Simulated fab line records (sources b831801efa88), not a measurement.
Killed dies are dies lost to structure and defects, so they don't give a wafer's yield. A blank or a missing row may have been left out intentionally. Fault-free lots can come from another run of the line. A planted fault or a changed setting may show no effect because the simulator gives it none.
A lot that was struck, set against a sound lot / flow sky130 / 14 out of 708 route steps
Sound: wafers L765.4, L765.5, L765.6. The struck wafers were L755.4, L755.5, L755.6. The cause comes at the end.
Per side, at each step with rows, come the tool, then ch with its chambers, and then its first start. Under that, the readings that differ: sound wafers / struck wafers / difference of the means / sigmas: that difference in standard deviations of wafers without a fault.
alike: words and numbers the same on both sides, and readings whose means are apart by under 2 such deviations; not compared: readings that were withheld, readings missing a value for some wafer, numbers with overlapping values and no deviation given by the record, and bounds like >300 which may hide the same value.
A row with sigmas, a row that says differs or no value, or rows on one side alone: a step with any of these is where the two part. Non-overlapping numbers with no deviation appear without sigmas and do not part them. Lack of a reading on every wafer of one side parts them only where that side has two or more wafers.

first, 2 steps without rows for these wafers: SKY_RES_PROTECT_DEVELOP_06 (develop time 60 s); SKY_POLY_GATE_IMPLANT_02.
SKY_RES_PROTECT_STRIP_07: strips in O2/N2.
  sound on plasmaAsher-03 ch 0,1, day 19 23:18; struck on plasmaAsher-01 ch 0,1, day 16 11:02
  alike: drypumpMotorCurrentA, oesProductAu, stripTimeToEndpointS
  not compared: rfHoursCounterH
SKY_RES_PROTECT_TW_MEAS_08:
  sound: filmMetro-03 at day 19 23:24; struck: filmMetro-01 at day 16 11:08
  alike: POLY_GATE_TW
then, 2 steps without rows for these wafers: SKY_RES_PROTECT_CLEAN_09 (cleans in SC1/SC2, time 150 s); SKY_POLY_GATE_CVD_03 (deposits Si3N4 from DCS/NH3, target thk 75 nm, time 1290 s).
SKY_POLY_GATE_THK_MEAS_04:
  sound: filmMetro-01 at day 20 01:40; struck: filmMetro-01 at day 16 17:06
reading=POLY_GATE_CVD_03_THK (nm); sound=74.5 74.5 74.4; struck=75.7 75.6 76.0; difference=+1.3; sigmas=+2
then, 5 steps without rows for these wafers: SKY_POLY_GATE_DEHYDRATE_05 (time 60 s); SKY_POLY_GATE_HMDS_06 (prime time 60 s); SKY_POLY_GATE_COAT_07 (resist thk 110 nm); SKY_POLY_GATE_COAT_08 (resist thk 450 nm); SKY_POLY_GATE_SOFTBAKE_09 (time 90 s).
SKY_POLY_GATE_EXPOSE_10: exposes mask P1M, target cd 150 nm.
  sound on krfScanner-01 ch 0, day 20 17:02; struck on krfScanner-02, day 17 07:23
  no value came back on the struck wafers for exposureDoseMJCm2, focusOffsetNm (nm), stageVelMmS (mm/s); on the sound wafers exposureDoseMJCm2 reads 27.997 27.985 28.008
  alike: mask
next, for these wafers, 1 step has no rows: SKY_POLY_GATE_PEB_11.

WHERE THEY PART
First at SKY_POLY_GATE_THK_MEAS_04; last, within this record, at SKY_POLY_GATE_EXPOSE_10.

WHY: what had been put in by the simulator
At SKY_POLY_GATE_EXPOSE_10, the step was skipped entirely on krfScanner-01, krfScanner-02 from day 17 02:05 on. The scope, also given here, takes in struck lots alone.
